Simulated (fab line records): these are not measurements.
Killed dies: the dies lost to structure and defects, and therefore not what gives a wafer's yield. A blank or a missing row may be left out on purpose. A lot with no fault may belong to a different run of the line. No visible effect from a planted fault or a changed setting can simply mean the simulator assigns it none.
What tool caused it? ; flow gf180mcu ; 6 lots, 18 wafers sampled, at 4 steps of a route of 602

WHAT EACH GAUGE READ, for each wafer
GF_MVSD_TW_MEAS_11.
lot;measured;on;MVSD_TW
L659;day 4 21:59;film-metro-02;1582 1579 1591
L661;day 5 09:16;film-metro-03;1583 1572 1581
L667;day 6 20:19;film-metro-04;1670 1665 1664
L674;day 8 13:05;film-metro-03;1552 1570 1568
L677;day 9 08:07;film-metro-03;1577 1567 1570
L679;day 9 17:10;film-metro-04;1541 1535 1537

EACH LOT AND THE TOOL THAT RAN IT (in order: tool; ch and the chambers of the sampled wafers; start)
lot;GF_STI_STRIP_15;GF_NWELL_STRIP_10;GF_MVSD_IMPLANT_08
L659;plasma-asher-02 ch 0,1, day 2 11:43;plasma-asher-03 ch 0,1, day 3 17:58;implanter-04 ch 0, day 4 21:35
L661;plasma-asher-01 ch 0,1, day 2 22:08;plasma-asher-01 ch 0,1, day 4 05:11;implanter-04 ch 0, day 5 08:53
L667;plasma-asher-04 ch 0,1, day 4 05:26;plasma-asher-03 ch 0,1, day 5 14:23;implanter-01 ch 0, day 6 19:56
L674;plasma-asher-04 ch 0,1, day 5 17:43;plasma-asher-02 ch 0,1, day 7 04:21;implanter-04 ch 0, day 8 12:42
L677;plasma-asher-02 ch 0,1, day 6 08:30;plasma-asher-03 ch 0,1, day 7 21:49;implanter-04 ch 0, day 9 07:45
L679;plasma-asher-02 ch 0,1, day 6 19:02;plasma-asher-02 ch 0,1, day 8 07:51;implanter-03 ch 0, day 9 16:46
- GF_STI_STRIP_15: strips in O2/N2.
- GF_NWELL_STRIP_10: strips in O2/N2.
- GF_MVSD_IMPLANT_08

THE ANSWER, worked out from the rows above alone
Rule: what is usual is taken from the lots themselves. The widest of any qualifying gaps counts: lots, ordered by their means at a reading, are off when they make up no more than a third of the lots, leave a main group of 4 or more, and stand apart from it by 3 or more times the standard deviation of that group's means. Not used: any main group whose means are identical at the precision the tables above print for the reading. A lot without any number at a reading at which 4 lots or more have one is off too. Where the step has rows for the other lots, those lots are counted as sound.
Off: L667, at GF_MVSD_TW_MEAS_11 (MVSD_TW). The main group has a mean of 1567 with a standard deviation of 16.
If a tool, at a process step before that reading, ran all the lots that are off and no sound lot after the first of them, it fits. Gauges at GF_MVSD_TW_MEAS_11: tried the same way as those tools. One fits: implanter-01 at GF_MVSD_IMPLANT_08. It ran no sound lot before its first lot that is off in this sample, so the start can't be narrowed down.

WHAT WAS PUT IN BY THE SIMULATOR
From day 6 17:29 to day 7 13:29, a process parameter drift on implanter-01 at GF_MVSD_IMPLANT_08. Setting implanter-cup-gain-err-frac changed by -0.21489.
Shown lots that were struck: L667. Same finding as the rule above.
